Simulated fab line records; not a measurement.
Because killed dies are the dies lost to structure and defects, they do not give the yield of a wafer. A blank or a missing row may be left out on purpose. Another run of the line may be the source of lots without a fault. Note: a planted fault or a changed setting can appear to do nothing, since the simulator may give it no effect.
Which tool is to blame?	flow gf180mcu	7 lots, 20 wafers sampled, at 2 steps of a route of 602

## WHAT THE GAUGES SHOWED, per wafer
GF_SAB_THK_MEAS_01.
lot	measured	on	SAB_CVD_00_THK (nm)
L328	day 15 11:47	film-metro-03	50.9 49.4 51.4
L331	day 16 14:07	film-metro-02	50.2 50.4 50.7
L334	day 17 11:17	film-metro-02	49.1 51.4 50.8
L339	day 19 05:17	film-metro-02	50.4 71.4 50.4 71.4
L343	day 20 19:23	film-metro-03	49.3 50.3 49.9
L345	day 21 09:25	film-metro-03	49.2 48.5 50.4
L348	day 22 13:50	film-metro-04	49.8 49.8 49.3

## WHAT TOOL EACH LOT RAN ON (gives the tool, then ch and the chambers of the sampled wafers, and finally the start)
lot	GF_SAB_CVD_00
L328	pecvd-03 ch 0,2, day 15 11:46
L331	pecvd-02 ch 0,1, day 16 14:05
L334	pecvd-03 ch 0,1,2, day 17 11:15
L339	pecvd-01 ch 1, day 19 05:15
L343	pecvd-03 ch 0,1, day 20 19:20
L345	pecvd-02 ch 0,1,2, day 21 09:23
L348	pecvd-03 ch 0,1,2, day 22 13:49
- GF_SAB_CVD_00: deposits SiO2 from TEOS, target thk 50 nm, time 4.9302 s.

## THE ANSWER, worked out from the rows above alone
Rule: what is usual is taken from the lots themselves. Put in order of their means at a reading, lots are off if they are a third of the lots or fewer, leave a main group of 4 or more, and stand apart from it by a gap of 3 or more times the standard deviation of the main group's means; of several such gaps the widest counts. A main group whose means are all the same, to the digits that the tables above print for the reading, isn't used. Also off: a lot with no number at a reading for which 4 or more lots have one. Where the step has rows for the other lots, those lots are counted as sound.
Off: at GF_SAB_THK_MEAS_01 (SAB_CVD_00_THK), L339. Main group: mean 50.0 nm, sd 0.46.
A tool fits if, at a process step before that reading, it ran every lot that is off, and no sound lot after the first of them. The gauges at GF_SAB_THK_MEAS_01 are tried like those tools. 2 tools fit, pecvd-01 at GF_SAB_CVD_00 and film-metro-02 at GF_SAB_THK_MEAS_01, so this cannot tell which one it is.

## WHAT THE SIMULATOR PUT IN
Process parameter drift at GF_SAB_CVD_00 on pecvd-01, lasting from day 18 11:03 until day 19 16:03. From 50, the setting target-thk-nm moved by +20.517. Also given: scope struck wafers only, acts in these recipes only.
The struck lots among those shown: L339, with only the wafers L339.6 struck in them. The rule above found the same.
